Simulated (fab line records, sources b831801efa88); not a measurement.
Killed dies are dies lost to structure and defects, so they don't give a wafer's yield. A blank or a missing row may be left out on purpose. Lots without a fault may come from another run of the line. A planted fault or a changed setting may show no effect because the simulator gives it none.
Chamber matching | flow sky130 | SKY_VIA1_CMP_24 on cmp-02: 4 sister chambers
The step polishes, stops on SiO2, t overpolish 15 s, target thk 0 nm. 4 wafers are shown with their chamber, then 7 later ones without.

WAFERS WITH THEIR CHAMBER
wafer  | chamber | motor_current_A (A)
L805.5 | 3       | 11.0
L809.4 | 0       | 9.6
L817.2 | 1       | 10.7
L817.3 | 2       | 8.3

WAFERS WITHOUT THEIR CHAMBER
wafer  | motor_current_A (A)
L817.6 | 10.1
L821.2 | 9.1
L821.5 | 9.1
L821.6 | 10.5
L826.1 | 9.0
L826.2 | 10.2
L826.4 | 10.7

WHICH CHAMBER EACH WENT THROUGH
wafer  | from the rows above          | in truth
L817.6 | can't be placed: 0 or 1 or 3 | 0
L821.2 | can't be placed: 0 or 2      | 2
L821.5 | can't be placed: 0 or 2      | 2
L821.6 | can't be placed: 1 or 3 or 0 | 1
L826.1 | can't be placed: 0 or 2      | 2
L826.2 | can't be placed: 1 or 0 or 3 | 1
L826.4 | can't be placed: 1 or 3      | 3
Placed correctly: 0 of 7. Can't be placed from these rows: 7 (the true chamber is among the candidates in 7). Placed wrongly: 0.
How it was worked out, from the rows above alone: a wafer's distance from a chamber is the root of the sum, over the readings, of the square of ((its reading less the chamber's mean) divided by the reading's scatter). The wafer belongs to the nearest chamber; if the next one is less than 2 further off, it can't be placed. A chamber's mean is the mean of its shown wafers. The scatter: with one shown wafer a chamber, the root of the mean of the squares of how far each hidden wafer lies from its nearest shown one.
